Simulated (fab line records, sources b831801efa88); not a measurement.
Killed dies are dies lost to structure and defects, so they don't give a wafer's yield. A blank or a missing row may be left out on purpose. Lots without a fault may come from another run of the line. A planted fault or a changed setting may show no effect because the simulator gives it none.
A struck lot beside a sound one | flow sky130 | 43 steps out of a route of 708
Sound: wafers L427.2, L427.4, L427.6. Struck: wafer L434.2. (L434.4 of the same lot was not struck and is left out.) The cause comes at the end.
At each step with rows: each side's tool, then ch and its chambers, then its first start. Under that, the readings that differ: sound wafers | struck wafers | difference of the means | sigmas: that difference in standard deviations of wafers without a fault.
alike: readings whose means differ by less than 2 such deviations, and words and numbers that are the same on both sides. not compared: withheld readings, readings that some wafer has no value for, bounds like >300 that may hide the same value, and numbers for which the record gives no deviation and whose values overlap.
The two part at a step that has a row with sigmas, a row that says differs or no value, or rows on one side only. Numbers that don't overlap but have no deviation are shown without sigmas and don't part them. A reading that every wafer of one side lacks parts them only if that side has two wafers or more.

first, 3 steps without rows for these wafers: SKY_SONOS_ONO_WET_ETCH_18 (etches Si3N4 in H3PO4, target depth 15 nm, time 172 s); SKY_GATE_OXIDE_CLEAN_00 (cleans in SC1/SC2, time 150 s); SKY_GATE_OXIDE_OXIDATION_01 (stabilise 600 s, purge 300 s, target thk 10.268 nm).
SKY_GATE_OXIDE_THK_MEAS_02:
  sound on film_metro-04, day 14 03:23; struck on film_metro-03, day 16 10:59
  alike: GATE_OXIDE_OXIDATION_00_THK
then, 7 steps without rows for these wafers: SKY_GATE_OXIDE_DEHYDRATE_03 (time 60 s); SKY_GATE_OXIDE_HMDS_04 (prime time 60 s); SKY_GATE_OXIDE_COAT_05 (resist thk 1140 nm); SKY_GATE_OXIDE_SOFTBAKE_06 (time 60 s); SKY_GATE_OXIDE_EXPOSE_07 (exposes mask LVOM, target cd 600 nm); SKY_GATE_OXIDE_PEB_08; SKY_GATE_OXIDE_DEVELOP_09 (develop time 60 s).
SKY_GATE_OXIDE_OVL_MEAS_10:
  sound on overlay-02, day 15 06:20; struck on overlay-02, day 17 15:50
  alike: GATE_OXIDE_OVL
SKY_GATE_OXIDE_IMPLANT_11:
  sound on implanter-02 ch 0, day 15 06:24; struck on implanter-02 ch 0, day 17 15:54
then, 1 step without rows for these wafers: SKY_GATE_OXIDE_WET_ETCH_12 (etches SiO2 in dHF, target depth 16.8 nm, time 336 s).
SKY_GATE_OXIDE_STRIP_13: strips in O2/N2.
  sound on plasma_asher-02 ch 1, day 15 06:38; struck on plasma_asher-03 ch 0, day 17 16:07
  alike: drypump_motor_current_A, oes_product_au, strip_time_to_endpoint_s
  not compared: rf_hours_counter_h
SKY_GATE_OXIDE_TW_MEAS_14:
  sound on film_metro-04, day 15 06:44; struck on film_metro-04, day 17 16:14
  reading       | sound             | struck | difference | sigmas
  GATE_OXIDE_TW | 224.8 224.8 224.3 | 220.7  | -3.9       | -2
then, 3 steps without rows for these wafers: SKY_GATE_OXIDE_CLEAN_15 (cleans in SC1/SC2, time 150 s); SKY_GATE_OXIDE_OXIDATION_16 (stabilise 600 s, purge 300 s, target thk 3.57 nm); SKY_POLY_GATE_CVD_00 (deposits poly-Si, target thk 180 nm, time 720 s).
SKY_POLY_GATE_THK_MEAS_01:
  sound on film_metro-02, day 15 10:03; struck on film_metro-01, day 17 20:09
  reading                   | sound             | struck | difference | sigmas
  POLY_GATE_CVD_00_THK (nm) | 177.7 176.6 177.7 | 181.4  | +4.1       | +2
then, 8 steps without rows for these wafers: SKY_RES_PROTECT_DEHYDRATE_00 (time 60 s); SKY_RES_PROTECT_HMDS_01 (prime time 60 s); SKY_RES_PROTECT_COAT_02 (resist thk 1140 nm); SKY_RES_PROTECT_SOFTBAKE_03 (time 60 s); SKY_RES_PROTECT_EXPOSE_04 (exposes mask RPM, target cd 1270 nm); SKY_RES_PROTECT_PEB_05; SKY_RES_PROTECT_DEVELOP_06 (develop time 60 s); SKY_POLY_GATE_IMPLANT_02.
SKY_RES_PROTECT_STRIP_07: strips in O2/N2.
  sound on plasma_asher-03 ch 1, day 16 13:48; struck on plasma_asher-04 ch 1, day 19 02:12
  alike: drypump_motor_current_A, oes_product_au, strip_time_to_endpoint_s
  not compared: rf_hours_counter_h
SKY_RES_PROTECT_TW_MEAS_08:
  sound on film_metro-01, day 16 13:55; struck on film_metro-03, day 19 02:19
  alike: POLY_GATE_TW
then, 2 steps without rows for these wafers: SKY_RES_PROTECT_CLEAN_09 (cleans in SC1/SC2, time 150 s); SKY_POLY_GATE_CVD_03 (deposits Si3N4 from DCS/NH3, target thk 75 nm, time 1290 s).
SKY_POLY_GATE_THK_MEAS_04:
  sound on film_metro-03, day 16 15:41; struck on film_metro-03, day 19 04:49
  reading                   | sound          | struck | difference | sigmas
  POLY_GATE_CVD_03_THK (nm) | 75.1 75.0 75.5 | 76.8   | +1.6       | +2
then, 8 steps without rows for these wafers: SKY_POLY_GATE_DEHYDRATE_05 (time 60 s); SKY_POLY_GATE_HMDS_06 (prime time 60 s); SKY_POLY_GATE_COAT_07 (resist thk 110 nm); SKY_POLY_GATE_COAT_08 (resist thk 450 nm); SKY_POLY_GATE_SOFTBAKE_09 (time 90 s); SKY_POLY_GATE_EXPOSE_10 (exposes mask P1M, target cd 150 nm); SKY_POLY_GATE_PEB_11; SKY_POLY_GATE_DEVELOP_12 (develop time 60 s).
SKY_POLY_GATE_CD_MEAS_13: target cd 150 nm.
  sound on cd_sem-01, day 17 20:28; struck on cd_sem-02, day 20 11:28
  reading    | sound             | struck | difference | sigmas
  cd_nm (nm) | 148.7 148.1 148.9 | 152.5  | +3.9       | +2
-- the record jumps here: 28 days lie between the struck wafers' starts before and after (it left off in module POLY_GATE and takes up again in module PAD_OPEN, whose first step shown is number 708 of the route) --
SKY_PAD_OPEN_PROBE_99:
  sound on prober-01, day 46 17:02; struck on prober-01, day 48 08:39
  reading                                           | sound              | struck | difference | sigmas
  model.etest.tip_p.rs_ohm_sq                       | 6869 6843 6856     | 7070   | +214       |
  model.etest.pfet_01v8_lvt.drive_ua_um             | 173.9 174.6 176.9  | 165.5  | -9.6       |
  model.etest.pfet_01v8.drive_ua_um                 | 187.2 192.7 193.4  | 184.3  | -6.8       |
  model.etest.nfet_01v8.drive_ua_um_range           | 9.227 9.742 5.198  | 14.33  | +6.27      |
  model.etest.pfet_01v8_mvt.drive_ua_um             | 149.3 154.1 153.7  | 143.5  | -8.9       |
  model.etest.nfet_01v8.drive_ua_um_rim_less_centre | 5.897 1.71 -2.261  | -4.673 | -6.455     |
  model.etest.pfet_01v8.drive_ua_um_range           | 8.116 5.23 7.451   | 12.27  | +5.34      |
  model.etest.pfet_01v8_lvt.off_log10_a_um          | -8.85 -8.948 -8.97 | -10.39 | -1.47      |
  alike: killed_at_M0_to_M3, killed_at_M4_up, killed_at_contacts, killed_at_front_end, killed_at_other, killed_dies, killed_open, killed_short

WHERE THEY PART
First at SKY_GATE_OXIDE_TW_MEAS_14; last, within this record, at SKY_POLY_GATE_CD_MEAS_13. Later steps at which nothing parts them and some readings are alike: SKY_PAD_OPEN_PROBE_99.

WHY: what the simulator had put in
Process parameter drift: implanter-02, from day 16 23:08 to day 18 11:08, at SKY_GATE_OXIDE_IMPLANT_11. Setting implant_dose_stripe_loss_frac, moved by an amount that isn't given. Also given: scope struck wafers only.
